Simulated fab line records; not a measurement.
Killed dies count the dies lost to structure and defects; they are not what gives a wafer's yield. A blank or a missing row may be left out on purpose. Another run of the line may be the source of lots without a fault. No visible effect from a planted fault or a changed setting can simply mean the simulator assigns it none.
fab line records    flow sky130
record: lots: 14  wafers: 42  last-day: 50
route steps=708 shown FIELD_ISO@24 PWDE@51 VT_ADJUST_LVTN@107
lots that met no fault: from a run of the same line without faults
start-h: hours from the record's opening day to when the first of the lot's shown wafers began    wait-h: how many hours have passed since the lot's step before this one    " repeats the value in the row above    L1.1+2: several wafers, shown together as one row    - either no value or no given start    * or withheld: withheld    < > ~ a bound
route shown NAME@n: names a module that has steps shown in the file, with the first one's number in the route    usual: mean/standard deviation taken from wafers without a fault    same: alike in all rows    chamber/n: place in a boat    sites: readings site by site    _std_site: the values' standard deviation    _edge_site: the outer-site mean with the inner-site mean subtracted    radius-mm: for every site, how far away it sits from the centre of the wafer    mask NAME#n: copy n    behind: the last tool/chamber to shape the wafer    hold: the reason the lot was held/the length of the hold in hours/how it ended    device: whichever transistor did not switch (one of n, p or np)    end of line: tests of these same wafers at the route's end    where a step has no rows: the recipe by itself    killed: not the wafer's yield, but the dies lost to structure and defects at the first sort    map: shows each die of a wafer: x if killed, . if not, _ if none is there
set.NAME: setting as actually run; set.NAME@STEP: the setting as run at that earlier step    model.NAME: the simulator's own value behind a step, which no gauge read
a sample of lots followed through the steps of the route, with each step as a table and each wafer as a row
services: from which hour (start-h, from the record's first day; less than 0 if before it) a tool's chamber was out of use, for how many hours, and why
== steps ==
step: SKY_FIELD_ISO_THK_MEAS_23
recipe: reads: SiO2_of_FIELD_ISO_OXIDATION_22
usual: FIELD_ISO_OXIDATION_01_THK: 10.00/0.2
lot.wafer  tool           chamber  start-h  wait-h  FIELD_ISO_OXIDATION_01_THK[nm]
L727.2     film-metro-01  -        32.40    0.0     9.76
L727.5     "              -        "        "       9.93
L727.6     "              -        "        "       9.67
L728.1     film-metro-01  -        37.91    0.0     9.99
L728.3     "              -        "        "       9.77
L728.4     "              -        "        "       9.58
L729.3     film-metro-01  -        42.38    0.0     9.91
L729.4     "              -        "        "       9.78
L729.5     "              -        "        "       9.98
L730.4     film-metro-04  -        46.79    0.0     9.91
L730.5     "              -        "        "       10.00
L730.6     "              -        "        "       9.89
L731.4     film-metro-02  -        53.23    0.0     9.75
L731.5     "              -        "        "       9.77
L731.6     "              -        "        "       9.81
L732.1     film-metro-01  -        55.89    0.0     9.80
L732.3     "              -        "        "       9.83
L732.5     "              -        "        "       9.78
L733.2     film-metro-02  -        67.12    0.0     10.07
L733.5     "              -        "        "       10.22
L733.6     "              -        "        "       10.12
L734.2     film-metro-04  -        67.12    0.0     10.10
L734.4     "              -        "        "       10.22
L734.6     "              -        "        "       10.28
L735.1     film-metro-01  -        78.30    0.0     10.01
L735.2     "              -        "        "       9.97
L735.4     "              -        "        "       9.88
L736.3     film-metro-04  -        78.32    0.0     10.17
L736.5     "              -        "        "       10.17
L736.6     "              -        "        "       10.10
L737.1     film-metro-01  -        85.32    0.0     9.93
L737.5     "              -        "        "       9.89
L737.6     "              -        "        "       9.84
L738.2     film-metro-02  -        93.61    0.0     9.98
L738.4     "              -        "        "       10.00
L738.5     "              -        "        "       9.89
L742.3     film-metro-04  -        110.16   0.0     10.10
L742.5     "              -        "        "       9.96
L742.6     "              -        "        "       10.01
L749.1     film-metro-02  -        145.30   0.0     10.02
L749.3     "              -        "        "       9.73
L749.4     "              -        "        "       9.73
step: SKY_PWDE_DEVELOP_06
recipe: wall-angle-deg: 90  developer: TMAH  develop-time-s: 60  dev-temp-c: 23
usual: developer-temp-C: 23.00/0.083
lot.wafer  tool            chamber  start-h  wait-h  developer-temp-C
L727.2     litho-track-03  0        68       -       22.96
L727.5     "               0        "        "       22.98
L727.6     "               0        "        "       22.94
L728.1     litho-track-03  0        74       -       23.01
L728.3     "               0        "        "       23.13
L728.4     "               0        "        "       23.17
L729.3     litho-track-03  0        78       -       23.14
L729.4     "               0        "        "       23.13
L729.5     "               0        "        "       22.99
L730.4     litho-track-02  0        82       -       23.04
L730.5     "               0        "        "       22.97
L730.6     "               0        "        "       23.09
L731.4     litho-track-03  0        90       -       23.07
L731.5     "               0        91       -       22.83
L731.6     "               0        "        "       23.00
L732.1     litho-track-03  0        101      -       23.02
L732.3     "               0        "        "       23.03
L732.5     "               0        102      -       23.04
L734.2     litho-track-01  0        112      -       22.99
L734.4     "               0        "        "       23.11
L734.6     "               0        "        "       23.02
L733.2     litho-track-02  0        113      -       22.80
L733.5     "               0        "        "       22.93
L733.6     "               0        "        "       23.01
L735.1     litho-track-01  0        119      -       22.99
L735.2     "               0        "        "       22.87
L735.4     "               0        "        "       23.03
L736.3     litho-track-03  0        120      -       23.00
L736.5     "               0        "        "       23.02
L736.6     "               0        "        "       22.91
L737.1     litho-track-01  0        125      -       22.92
L737.5     "               0        "        "       23.16
L737.6     "               0        "        "       23.05
L738.2     litho-track-01  0        134      -       22.93
L738.4     "               0        "        "       23.11
L738.5     "               0        "        "       23.02
L742.3     litho-track-01  0        154      -       23.05
L742.5     "               0        "        "       23.04
L742.6     "               0        "        "       23.04
L749.1     litho-track-02  0        190      -       22.97
L749.3     "               0        "        "       23.01
L749.4     "               0        "        "       23.11
step: SKY_PWDE_OVL_MEAS_07
usual: PWDE_OVL: -0.8/1.4
lot.wafer  tool        chamber  start-h  wait-h  PWDE_OVL[nm]
L727.2     overlay-01  -        69.03    -       -0.1
L727.5     "           -        "        "       -2.9
L727.6     "           -        "        "       -3.6
L728.1     overlay-01  -        74.57    -       1.3
L728.3     "           -        "        "       -0.7
L728.4     "           -        "        "       0.4
L729.3     overlay-02  -        78.64    -       -0.3
L729.4     "           -        "        "       -0.3
L729.5     "           -        "        "       0.0
L730.4     overlay-01  -        82.27    -       1.3
L730.5     "           -        "        "       -0.5
L730.6     "           -        "        "       -0.9
L731.4     overlay-02  -        91.09    -       0.4
L731.5     "           -        "        "       1.4
L731.6     "           -        "        "       -1.0
L732.1     overlay-01  -        102.07   -       -1.3
L732.3     "           -        "        "       -0.5
L732.5     "           -        "        "       -0.8
L734.2     overlay-01  -        112.82   -       -2.9
L734.4     "           -        "        "       1.5
L734.6     "           -        "        "       0.1
L733.2     overlay-02  -        113.51   -       -0.2
L733.5     "           -        "        "       0.2
L733.6     "           -        "        "       0.1
L735.1     overlay-02  -        119.26   -       -0.4
L735.2     "           -        "        "       0.0
L735.4     "           -        "        "       0.7
L736.3     overlay-02  -        120.93   -       -2.1
L736.5     "           -        "        "       0.5
L736.6     "           -        "        "       1.1
L737.1     overlay-02  -        125.76   -       -0.5
L737.5     "           -        "        "       -1.7
L737.6     "           -        "        "       -0.3
L738.2     overlay-02  -        134.67   -       -2.3
L738.4     "           -        "        "       -2.7
L738.5     "           -        "        "       -
L742.3     overlay-01  -        154.12   -       -
L742.5     "           -        "        "       -
L742.6     "           -        "        "       -1.2
L749.1     overlay-01  -        190.70   -       -2.4
L749.3     "           -        "        "       -2.6
L749.4     "           -        "        "       -0.4
step: SKY_NWELL_RS_MEAS_31
recipe: thk-meas-gauge: four-point-probe
usual: PWDE_RS: 5282/23
lot.wafer  tool           chamber  start-h  wait-h  PWDE_RS[ohm/sq]
L727.2     film-metro-03  -        104.38   0.1     5276
L727.5     "              -        "        "       5292
L727.6     "              -        "        "       5265
L728.1     film-metro-02  -        110.55   0.1     5286
L728.3     "              -        "        "       5298
L728.4     "              -        "        "       5289
L729.3     film-metro-04  -        115.04   0.1     5275
L729.4     "              -        "        "       5282
L729.5     "              -        "        "       5262
L730.4     film-metro-03  -        119.06   0.1     5299
L730.5     "              -        "        "       5311
L730.6     "              -        "        "       5315
L731.4     film-metro-03  -        129.30   0.1     5262
L731.5     "              -        "        "       5268
L731.6     "              -        "        "       5271
L732.1     film-metro-02  -        139.45   0.1     5303
L732.3     "              -        "        "       5296
L732.5     "              -        "        "       5290
L734.2     film-metro-04  -        152.67   0.1     5275
L734.4     "              -        "        "       5268
L734.6     "              -        "        "       5286
L733.2     film-metro-02  -        153.23   0.1     5310
L733.5     "              -        "        "       5297
L733.6     "              -        "        "       5326
L735.1     film-metro-04  -        159.41   0.1     5298
L735.2     "              -        "        "       5318
L735.4     "              -        "        "       5316
L736.3     film-metro-04  -        161.10   0.1     5290
L736.5     "              -        "        "       5280
L736.6     "              -        "        "       5290
L737.1     film-metro-02  -        167.50   0.1     5317
L737.5     "              -        "        "       5322
L737.6     "              -        "        "       5335
L738.2     film-metro-04  -        175.62   0.1     5257
L738.4     "              -        "        "       5257
L738.5     "              -        "        "       5247
L742.3     film-metro-02  -        197.03   0.1     5307
L742.5     "              -        "        "       5282
L742.6     "              -        "        "       5287
L749.1     film-metro-02  -        235.80   0.1     5312
L749.3     "              -        "        "       5312
L749.4     "              -        "        "       5310
step: SKY_VT_ADJUST_LVTN_TW_MEAS_10
usual: VT_ADJUST_LVTN_TW: 242.9/1.7
lot.wafer  tool           chamber  start-h  wait-h  VT_ADJUST_LVTN_TW
L727.2     film-metro-03  -        141.66   0.1     241.6
L727.5     "              -        "        "       242.4
L727.6     "              -        "        "       243.0
L728.1     film-metro-03  -        148.54   0.1     240.9
L728.3     "              -        "        "       242.6
L728.4     "              -        "        "       241.9
L729.3     film-metro-04  -        153.17   0.1     240.8
L729.4     "              -        "        "       240.0
L729.5     "              -        "        "       240.9
L730.4     film-metro-04  -        157.42   0.1     240.2
L730.5     "              -        "        "       241.2
L730.6     "              -        "        "       241.5
L731.4     film-metro-01  -        169.23   0.1     242.6
L731.5     "              -        "        "       243.0
L731.6     "              -        "        "       242.1
L732.1     film-metro-03  -        180.69   0.1     243.3
L732.3     "              -        "        "       243.8
L732.5     "              -        "        "       244.4
L734.2     film-metro-03  -        193.85   0.1     244.1
L734.4     "              -        "        "       245.3
L734.6     "              -        "        "       242.8
L733.2     film-metro-01  -        193.96   0.1     241.8
L733.5     "              -        "        "       241.1
L733.6     "              -        "        "       241.4
L735.1     film-metro-03  -        200.89   0.1     245.2
L735.2     "              -        "        "       242.9
L735.4     "              -        "        "       245.9
L736.3     film-metro-03  -        202.87   0.1     245.2
L736.5     "              -        "        "       243.9
L736.6     "              -        "        "       245.7
L737.1     film-metro-03  -        210.34   0.1     244.7
L737.5     "              -        "        "       243.5
L737.6     "              -        "        "       243.2
L738.2     film-metro-03  -        220.35   0.1     247.0
L738.4     "              -        "        "       245.5
L738.5     "              -        "        "       244.3
L742.3     film-metro-01  -        242.16   0.1     241.5
L742.5     "              -        "        "       240.3
L742.6     "              -        "        "       240.7
L749.1     film-metro-03  -        284.30   0.1     245.2
L749.3     "              -        "        "       243.3
L749.4     "              -        "        "       245.6
== services ==
tool            chamber  start-h  hours  kind
litho-track-03  -        168.48   -      consumable-replace:filter
== key ==
first-sign: step: SKY_PWDE_OVL_MEAS_07  reading: PWDE_OVL  direction: missing
effect none on later readings
met-at SKY_PWDE_DEVELOP_06
struck-lots L738,L742
struck-wafers L738.5,L742.3,L742.5
sort-left-out L738.5,L742.3,L742.5
tester-left-out L738,L742
not-acting-at SKY_FIELD_ISO_THK_MEAS_23,SKY_NWELL_RS_MEAS_31,SKY_VT_ADJUST_LVTN_TW_MEAS_10
onset-between 125 134
fault: kind: process-parameter-drift  tool: litho-track-01  chamber: -  onset-h: 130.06  steps: SKY_PWDE_DEVELOP_06  channel: develop-time-s  offset: *  shape: step  end-h: 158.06  scope: struck-wafers-only  acts-in: *  stated: *
tester-left-out: of these lots the tester's yield and bins aren't shown, on N5 and GAA mostly nor the transistor test; their killed dies are dies lost to structure and defects alone, not to doping, threshold or leakage, so they don't give the yield
sort-left-out: the simulated sort isn't trusted on such a fault, so these wafers' sort isn't shown, and their yield isn't known
